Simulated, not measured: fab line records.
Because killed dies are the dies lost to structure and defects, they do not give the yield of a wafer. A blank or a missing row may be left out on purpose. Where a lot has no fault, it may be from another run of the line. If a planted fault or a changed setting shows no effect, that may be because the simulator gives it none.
fab line records	flow gf180mcu
record lots=12	wafers=36	lastDay=34
route steps=602 shown NWELL@50 POLY_GATE@158 NSD@242
lots untouched by any fault: they come from a run of this same line in which no faults occurred
startH: hours from the record's opening day to when the first of the lot's shown wafers began	waitH: how many hours have passed since the lot's step before this one	" as in the row above	L1.1+2: a row that stands for several wafers	- value missing, or start not given	* or withheld: withheld	< > ~ a bound
route shown NAME@n: names a module that has steps shown in the file, with the first one's number in the route	usual: mean/standard deviation of fault-free wafers	same: alike in all rows	chamber/n: place in a boat	sites: the reading at each site	_std_site: their standard deviation	_edge_site: the outer-site mean with the inner-site mean subtracted	radiusMm: for every site, how far away it sits from the centre of the wafer	mask NAME#n: copy n	behind: tool/chamber where the wafer was last shaped	hold: why the lot went on hold/how many hours it stayed there/how the hold came to an end	device: which transistor (n, p or np) failed to switch	end of line: the tests these same wafers got at the end of their route	where a step has no rows: the recipe by itself	killed: dies that structure and defects cost at the first sort, which is not the same as the wafer's yield	map: the dies of a wafer, with x for killed, . for not killed, _ for no die there
set.NAME: the setting as run; set.NAME@STEP: as run at that earlier step	model.NAME: the simulator's own value behind a step, which no gauge read
the route's steps for a sample of lots (tables are steps, rows are wafers)
services: when a tool's chamber went out of use (startH, in hours from the record's first day, below 0 if earlier), for how many hours, and the reason
## steps
# step GF_NWELL_IMPLANT_08
# recipe species=P	energyKev=450	doseCm2=1.5e+13	tiltDeg=0
# usual beamEnergyKeV=450.03/0.15	doseIonsCm2=1.5002e+13/1.6e+10	faradayCurrentUA=84.6/1.6
# same implantIonAmu=31
lot.wafer	tool	chamber	startH	waitH	beamEnergyKeV	doseIonsCm2	faradayCurrentUA
L147.1	implanter-02	0	55.14	0.0	450.26	1.4978e+13	86.0
L147.4	"	0	"	"	450.05	1.498e+13	84.0
L147.6	"	0	"	"	450.21	1.4993e+13	84.8
L148.1	implanter-04	0	60.07	0.0	450.08	1.4986e+13	84.1
L148.2	"	0	"	"	450.12	1.5006e+13	82.0
L148.4	"	0	"	"	449.94	1.5009e+13	84.5
L149.2	implanter-04	0	66.01	0.0	449.84	1.5017e+13	85.6
L149.4	"	0	"	"	449.74	1.5002e+13	84.9
L149.6	"	0	"	"	449.73	1.501e+13	82.6
L151.2	implanter-02	0	76.09	0.0	450.03	1.4998e+13	85.7
L151.3	"	0	"	"	449.98	1.4981e+13	82.8
L151.4	"	0	"	"	449.76	1.499e+13	84.2
L152.3	implanter-02	0	80.73	0.1	449.99	1.0075e+13	58.1
L152.4	"	0	"	"	449.97	1.0065e+13	55.7
L152.5	"	0	"	"	450.05	1.0053e+13	55.3
L153.1	implanter-02	0	90.78	0.0	449.94	1.0067e+13	56.8
L153.3	"	0	"	"	450.04	1.0072e+13	57.2
L153.6	"	0	"	"	449.90	1.0052e+13	55.6
L162.2	implanter-01	0	142.96	0.0	449.88	1.5036e+13	86.2
L162.3	"	0	"	"	449.93	1.5034e+13	85.3
L162.4	"	0	"	"	449.62	1.4997e+13	81.4
L164.1	implanter-01	0	152.08	0.0	450.04	1.4983e+13	85.8
L164.2	"	0	"	"	449.86	1.4992e+13	85.1
L164.5	"	0	"	"	450.12	1.4987e+13	80.5
L166.1	implanter-02	0	158.72	0.0	449.77	1.499e+13	89.0
L166.2	"	0	"	"	449.87	1.4987e+13	84.0
L166.6	"	0	"	"	449.77	1.4999e+13	87.4
L167.1	implanter-04	0	164.07	0.0	449.93	1.4992e+13	84.5
L167.3	"	0	"	"	449.78	1.4994e+13	82.6
L167.6	"	0	"	"	450.04	1.4971e+13	85.9
L168.2	implanter-01	0	170.99	0.0	450.23	1.4996e+13	82.5
L168.3	"	0	"	"	450.05	1.4993e+13	86.0
L168.5	"	0	"	"	449.87	1.5e+13	87.9
L170.2	implanter-01	0	180.44	0.0	450.06	1.5012e+13	84.6
L170.4	"	0	"	"	449.99	1.5002e+13	85.5
L170.6	"	0	"	"	450.14	1.5032e+13	82.3
# step GF_NWELL_TW_MEAS_11
# usual NWELL_TW=1558/21
lot.wafer	tool	chamber	startH	waitH	NWELL_TW
L147.1	filmMetro-03	-	55.54	0.1	1530
L147.4	"	-	"	"	1540
L147.6	"	-	"	"	1539
L148.1	filmMetro-01	-	60.47	0.1	1568
L148.2	"	-	"	"	1574
L148.4	"	-	"	"	1562
L149.2	filmMetro-01	-	66.39	0.1	1561
L149.4	"	-	"	"	1563
L149.6	"	-	"	"	1559
L151.2	filmMetro-04	-	76.48	0.1	1563
L151.3	"	-	"	"	1556
L151.4	"	-	"	"	1554
L152.3	filmMetro-01	-	81.10	0.1	1416
L152.4	"	-	"	"	1411
L152.5	"	-	"	"	1408
L153.1	filmMetro-04	-	91.18	0.1	1403
L153.3	"	-	"	"	1399
L153.6	"	-	"	"	1405
L162.2	filmMetro-04	-	143.34	0.1	1566
L162.3	"	-	"	"	1566
L162.4	"	-	"	"	1569
L164.1	filmMetro-01	-	152.48	0.1	1572
L164.2	"	-	"	"	1581
L164.5	"	-	"	"	1583
L166.1	filmMetro-04	-	159.12	0.1	1569
L166.2	"	-	"	"	1564
L166.6	"	-	"	"	1562
L167.1	filmMetro-01	-	164.47	0.1	1584
L167.3	"	-	"	"	1576
L167.6	"	-	"	"	1574
L168.2	filmMetro-01	-	171.38	0.1	1575
L168.3	"	-	"	"	1572
L168.5	"	-	"	"	1569
L170.2	filmMetro-04	-	180.83	0.1	1579
L170.4	"	-	"	"	1575
L170.6	"	-	"	"	1587
# step GF_VT_IMPLANT_RS_MEAS_47
# recipe thkMeasGauge=four-point-probe
# usual NWELL_RS=488.2/1.3
lot.wafer	tool	chamber	startH	waitH	NWELL_RS[ohm/sq]
L147.1	filmMetro-03	-	154.01	0.1	489.3
L147.4	"	-	"	"	488.5
L147.6	"	-	"	"	487.5
L148.1	filmMetro-03	-	160.51	0.1	489.6
L148.2	"	-	"	"	488.7
L148.4	"	-	"	"	489.0
L149.2	filmMetro-04	-	167.93	0.1	489.1
L149.4	"	-	"	"	488.3
L149.6	"	-	"	"	488.5
L151.2	filmMetro-04	-	179.67	0.1	489.3
L151.3	"	-	"	"	489.9
L151.4	"	-	"	"	488.4
L152.3	filmMetro-01	-	188.00	0.1	605.1
L152.4	"	-	"	"	603.5
L152.5	"	-	"	"	603.1
L153.1	filmMetro-01	-	199.20	0.1	603.9
L153.3	"	-	"	"	606.4
L153.6	"	-	"	"	605.1
L162.2	filmMetro-04	-	265.29	0.1	490.4
L162.3	"	-	"	"	489.3
L162.4	"	-	"	"	488.5
L164.1	filmMetro-01	-	276.62	0.1	488.7
L164.2	"	-	"	"	489.0
L164.5	"	-	"	"	489.2
L166.1	filmMetro-03	-	284.96	0.1	488.6
L166.2	"	-	"	"	488.1
L166.6	"	-	"	"	489.0
L167.1	filmMetro-01	-	289.41	0.1	486.9
L167.3	"	-	"	"	488.0
L167.6	"	-	"	"	489.2
L168.2	filmMetro-03	-	298.26	0.1	487.0
L168.3	"	-	"	"	487.0
L168.5	"	-	"	"	486.6
L170.2	filmMetro-04	-	311.88	0.1	486.2
L170.4	"	-	"	"	487.1
L170.6	"	-	"	"	486.4
# step GF_POLY_GATE_THK_MEAS_01
# recipe reads=poly-Si_of_POLY_GATE_CVD_00
# usual POLY_GATE_CVD_00_THK=194.9/2
lot.wafer	tool	chamber	startH	waitH	POLY_GATE_CVD_00_THK[nm]
L147.1	filmMetro-03	-	175.98	0.0	191.1
L147.4	"	-	"	"	190.1
L147.6	"	-	"	"	193.7
L148.1	filmMetro-02	-	183.02	0.0	195.6
L148.2	"	-	"	"	196.4
L148.4	"	-	"	"	195.2
L149.2	filmMetro-03	-	190.28	0.0	193.4
L149.4	"	-	"	"	195.4
L149.6	"	-	"	"	195.0
L151.2	filmMetro-02	-	204.41	0.0	195.1
L151.3	"	-	"	"	195.8
L151.4	"	-	"	"	197.0
L152.3	filmMetro-03	-	210.22	0.0	192.8
L152.4	"	-	"	"	194.1
L152.5	"	-	"	"	192.2
L153.1	filmMetro-03	-	221.55	0.0	193.9
L153.3	"	-	"	"	195.2
L153.6	"	-	"	"	194.4
L162.2	filmMetro-03	-	293.03	0.0	195.0
L162.3	"	-	"	"	194.8
L162.4	"	-	"	"	197.3
L164.1	filmMetro-01	-	304.98	0.0	198.3
L164.2	"	-	"	"	197.5
L164.5	"	-	"	"	196.7
L166.1	filmMetro-01	-	311.70	0.0	195.8
L166.2	"	-	"	"	196.6
L166.6	"	-	"	"	197.4
L167.1	filmMetro-01	-	317.88	0.0	193.9
L167.3	"	-	"	"	196.6
L167.6	"	-	"	"	193.9
L168.2	filmMetro-03	-	324.90	0.0	195.9
L168.3	"	-	"	"	193.4
L168.5	"	-	"	"	195.3
L170.2	filmMetro-02	-	340.35	0.0	194.6
L170.4	"	-	"	"	193.9
L170.6	"	-	"	"	193.7
# step GF_POLY_GATE_STRIP_14
# recipe chemistry=O2/N2	powerW=1400	pressureMtorr=1500	platenTempC=250	o2FlowSccm=3000	n2FlowSccm=300	overashFraction=0.5
# usual drypumpMotorCurrentA=6.2/0.38	heaterPowerW=328/38	oesProductAu=0.504/0.0045	platenTempC=249.96/0.17
lot.wafer	tool	chamber	startH	waitH	drypumpMotorCurrentA	heaterPowerW	oesProductAu	platenTempC	rfHoursCounterH
L147.1	plasmaAsher-04	1	192.49	0.0	6.0	293	0.503	249.80	38
L147.4	"	0	"	"	5.9	290	0.508	249.73	-
L147.6	"	1	"	"	6.0	294	0.508	249.91	-
L148.1	plasmaAsher-03	0	200.01	0.0	5.5	302	0.504	249.97	9
L148.2	"	1	"	"	6.6	396	0.507	249.81	9
L148.4	"	1	"	"	6.6	403	0.502	250.19	-
L149.2	plasmaAsher-01	0	208.46	0.0	6.7	312	0.499	250.08	55
L149.4	"	1	"	"	6.3	366	0.507	249.96	-
L149.6	"	1	"	"	6.3	366	0.505	250.16	-
L151.2	plasmaAsher-01	0	222.21	0.0	6.6	311	0.509	249.73	56
L151.3	"	1	"	"	6.3	369	0.507	249.79	-
L151.4	"	0	"	"	6.6	318	0.502	250.13	-
L152.3	plasmaAsher-01	0	227.82	0.1	6.7	306	0.507	250.27	-
L152.4	"	1	"	"	6.3	364	0.510	250.56	-
L152.5	"	1	"	"	6.3	366	0.502	250.05	-
L153.1	plasmaAsher-04	1	240.24	0.0	6.0	289	0.501	250.08	43
L153.3	"	1	"	"	6.0	292	0.505	250.13	-
L153.6	"	1	"	"	6.0	295	0.511	250.08	-
L162.2	plasmaAsher-04	0	312.89	0.0	6.0	289	0.509	249.81	52
L162.3	"	0	"	"	5.9	286	0.509	249.78	-
L162.4	"	1	"	"	6.0	300	0.505	249.93	-
L164.1	plasmaAsher-01	1	326.44	0.0	6.2	368	0.506	249.81	68
L164.2	"	0	"	"	6.6	313	0.505	249.85	68
L164.5	"	0	"	"	6.6	301	0.495	249.95	-
L166.1	plasmaAsher-01	0	332.76	0.0	6.6	302	0.508	249.71	68
L166.2	"	1	"	"	6.3	362	0.502	249.79	68
L166.6	"	1	"	"	6.2	365	0.504	249.94	-
L167.1	plasmaAsher-01	0	338.94	0.0	6.6	300	0.507	250.05	69
L167.3	"	1	"	"	6.3	376	0.510	249.68	-
L167.6	"	1	"	"	6.3	367	0.508	249.68	-
L168.2	plasmaAsher-04	1	346.39	0.0	6.0	295	0.506	249.65	55
L168.3	"	0	"	"	6.0	296	0.501	250.00	-
L168.5	"	1	"	"	5.9	294	0.503	249.92	-
L170.2	plasmaAsher-03	1	362.39	0.0	6.6	397	0.504	249.69	26
L170.4	"	1	"	"	6.7	392	0.506	249.92	-
L170.6	"	1	"	"	6.6	383	0.507	250.04	-
# step GF_NSD_CD_MEAS_07
# recipe targetCdNm=400
# usual cdNm=399.8/2.6
lot.wafer	tool	chamber	startH	waitH	cdNm
L147.1	cdSem-01	-	290.35	0.1	400.4
L147.4	"	-	"	"	401.6
L147.6	"	-	"	"	399.9
L148.1	cdSem-01	-	300.93	0.1	401.2
L148.2	"	-	"	"	400.3
L148.4	"	-	"	"	400.7
L149.2	cdSem-02	-	307.72	0.1	397.7
L149.4	"	-	"	"	398.2
L149.6	"	-	"	"	397.6
L151.2	cdSem-02	-	323.76	0.1	397.9
L151.3	"	-	"	"	399.6
L151.4	"	-	"	"	401.3
L152.3	cdSem-01	-	330.23	0.1	402.6
L152.4	"	-	"	"	401.0
L152.5	"	-	"	"	401.2
L153.1	cdSem-01	-	346.59	0.1	396.3
L153.3	"	-	"	"	397.0
L153.6	"	-	"	"	396.2
L162.2	cdSem-02	-	429.91	0.1	398.7
L162.3	"	-	"	"	398.9
L162.4	"	-	"	"	398.7
L164.1	cdSem-01	-	445.14	0.1	402.8
L164.2	"	-	"	"	402.9
L164.5	"	-	"	"	401.8
L166.1	cdSem-01	-	452.13	0.1	400.3
L166.2	"	-	"	"	401.8
L166.6	"	-	"	"	402.2
L167.1	cdSem-02	-	458.44	0.2	395.9
L167.3	"	-	"	"	397.6
L167.6	"	-	"	"	398.3
L168.2	cdSem-01	-	467.11	0.1	402.0
L168.3	"	-	"	"	403.0
L168.5	"	-	"	"	401.2
L170.2	cdSem-01	-	484.05	0.1	403.3
L170.4	"	-	"	"	406.6
L170.6	"	-	"	"	404.7
## services
tool	chamber	startH	hours	kind
implanter-01	-	35.65	2.3	repair
implanter-04	-	43.72	3.2	pm
implanter-04	-	47.16	2.5	pm
implanter-04	-	61.96	3.5	repair
plasmaAsher-04	-	62.08	1.5	repair
implanter-01	-	79.85	2.8	repair
implanter-01	-	88.46	4.7	pm
plasmaAsher-03	-	108.82	9.0	pm
implanter-04	-	113.26	2.2	repair
plasmaAsher-03	-	121.87	2.8	pm
implanter-02	-	123.13	4.2	pm
implanter-01	-	136.40	3.3	repair
implanter-01	-	159.61	1.4	repair
plasmaAsher-01	-	185.93	14.6	pm
plasmaAsher-04	-	232.34	2.2	repair
implanter-02	-	235.70	2.2	repair
implanter-01	-	275.31	2.3	repair
implanter-01	-	292.39	1.6	repair
implanter-01	-	312.99	3.8	pm
implanter-01	-	319.63	0.8	repair
implanter-01	-	327.26	3.7	repair
implanter-01	-	327.54	3.0	repair
implanter-04	-	346.85	3.1	repair
implanter-01	-	353.87	2.3	repair
## key
firstSign step=GF_NWELL_IMPLANT_08	reading=doseIonsCm2	direction=down	sigmas=99+	usual=1.5002e+13	struck=1.0064e+13
effect step=GF_NWELL_IMPLANT_08	reading=faradayCurrentUA	direction=down	sigmas=18	usual=84.6	struck=56.4
effect step=GF_NWELL_TW_MEAS_11	reading=NWELL_TW	direction=down	sigmas=7.2	usual=1558	struck=1407
effect step=GF_VT_IMPLANT_RS_MEAS_47	reading=NWELL_RS	direction=up	sigmas=93	usual=488.2	struck=604.5
metAt GF_NWELL_IMPLANT_08
struckLots L152,L153
testerLeftOut L152,L153
notActingAt GF_POLY_GATE_THK_MEAS_01,GF_POLY_GATE_STRIP_14,GF_NSD_CD_MEAS_07
onsetBetween 76.09 80.73
fault kind=processParameterDrift	tool=implanter-02	chamber=-	onsetH=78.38	steps=GF_NWELL_IMPLANT_08	channel=doseCm2	offset=-4.9441e+12	shape=step	endH=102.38	actsIn=theseRecipesOnly	stated=1.5e+13
# testerLeftOut: of these lots the tester's yield and bins aren't shown, on N5 and GAA mostly nor the transistor test; their killed dies are dies lost to structure and defects alone, not to doping, threshold or leakage, so they don't give the yield
